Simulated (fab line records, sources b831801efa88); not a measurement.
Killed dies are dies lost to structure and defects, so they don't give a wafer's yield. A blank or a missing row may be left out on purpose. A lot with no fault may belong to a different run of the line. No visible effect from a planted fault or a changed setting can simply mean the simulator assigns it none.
Code-filled problem report in 8D (eight disciplines) form || flow sky130 || the parts of the form that need people (team, actions taken, sign-off) are left out

== 1. WHAT IS WRONG ==
Mean of cd_nm at SKY_SONOS_TUNNEL_CD_MEAS_07: 338.5 nm across 6 wafers in 2 lots; on wafers with no fault it is 409.9 nm (standard deviation 2.1). Measured from the usual mean, that is -34 standard deviations.
The step: target cd 410 nm.
Seen first at day 16 22:44 on cd_sem-02, wafer L688.1. The record has a number at this step for 33 wafers belonging to 11 lots. Rule for "out" (also "out of limits"): further than 4 standard deviations from the usual mean. The other wafers with a number count as sound.

== 2. WHAT IT IS, AND WHAT IT ISN'T ==
{"question": "which readings at this step", "is": "cd_nm", "is not": "-"}
{"question": "which lots", "is": "L688, L690", "is not": "L674, L675, L678, L679, L682, L683, L684, L685, L694"}
{"question": "which wafers of those lots", "is": "all that have a number", "is not": "-"}
{"question": "read on which gauges", "is": "cd_sem-01, cd_sem-02", "is not": "-"}
{"question": "when", "is": "from day 16 22:44", "is not": "up to then (24 sound wafers); but 3 sound wafers of L694 came after"}

== 3. WHAT RULES OUT EACH SUSPECT ==
Counting: a tool stays on the suspect list if, at a process step up to the reading, it processed all lots that are out and no sound lot following the first of them.
- ruled out: the gauge at SKY_SONOS_TUNNEL_CD_MEAS_07. The wafers that are out were read on 2 gauges (cd_sem-01, cd_sem-02).
- iline_stepper-01 at SKY_SONOS_TUNNEL_EXPOSE_04 (exposes mask TUNM, target cd 410 nm): kept. It processed each lot that is out, first L688 at day 16 08:29, and no sound lot thereafter; up to then, the last sound lot it processed was L684 at day 15 02:55. Out on those wafers are its own readings of exposure_dose_mJ_cm2.
The count leaves iline_stepper-01 at SKY_SONOS_TUNNEL_EXPOSE_04.

== 4. THE CAUSE (what the simulator had put in) ==
Process parameter drift: iline_stepper-01, from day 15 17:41 on, at SKY_SONOS_TUNNEL_EXPOSE_04. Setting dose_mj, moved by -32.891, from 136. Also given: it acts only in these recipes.
This tool alone remained once counting was done.

== 5. THE EFFECT CHAIN, in route order ==
Each row: a reading whose mean over the struck wafers that have a number lies more than 3 standard deviations from the usual. Only readings whose record carries a usual standard deviation are examined. hours: median over the lots of the time between each lot's start at the first step of this table that gives one and its start at this step. sigmas: the change, counted in usual standard deviations.
{"hours": 0, "step": "SKY_SONOS_TUNNEL_EXPOSE_04", "reading": "exposure_dose_mJ_cm2", "usual": 136.03, "on struck wafers": 106.27, "change": -29.76, "sigmas": "-99 or more"}
{"hours": 14, "step": "SKY_SONOS_TUNNEL_CD_MEAS_07", "reading": "cd_nm", "usual": "409.9 nm", "on struck wafers": 338.5, "change": -71.4, "sigmas": -34}
Process steps it contains:
- SKY_SONOS_TUNNEL_EXPOSE_04: exposes mask TUNM, target cd 410 nm.

== 6. WHAT WOULD HAVE CAUGHT IT SOONER ==
In this record the first reading out of limits at a measuring or inspecting step was taken at day 16 22:44, 29 hours after the fault began at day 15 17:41.
The tool's own readings at SKY_SONOS_TUNNEL_EXPOSE_04 were out on every struck wafer that the step has a row for (exposure_dose_mJ_cm2): an alarm limit on them would have fired on the first of those.
Among the 2 lots that are out, L690 began SKY_SONOS_TUNNEL_EXPOSE_04 on iline_stepper-01 after day 16 22:44. Holding the tool at that time would have saved it.
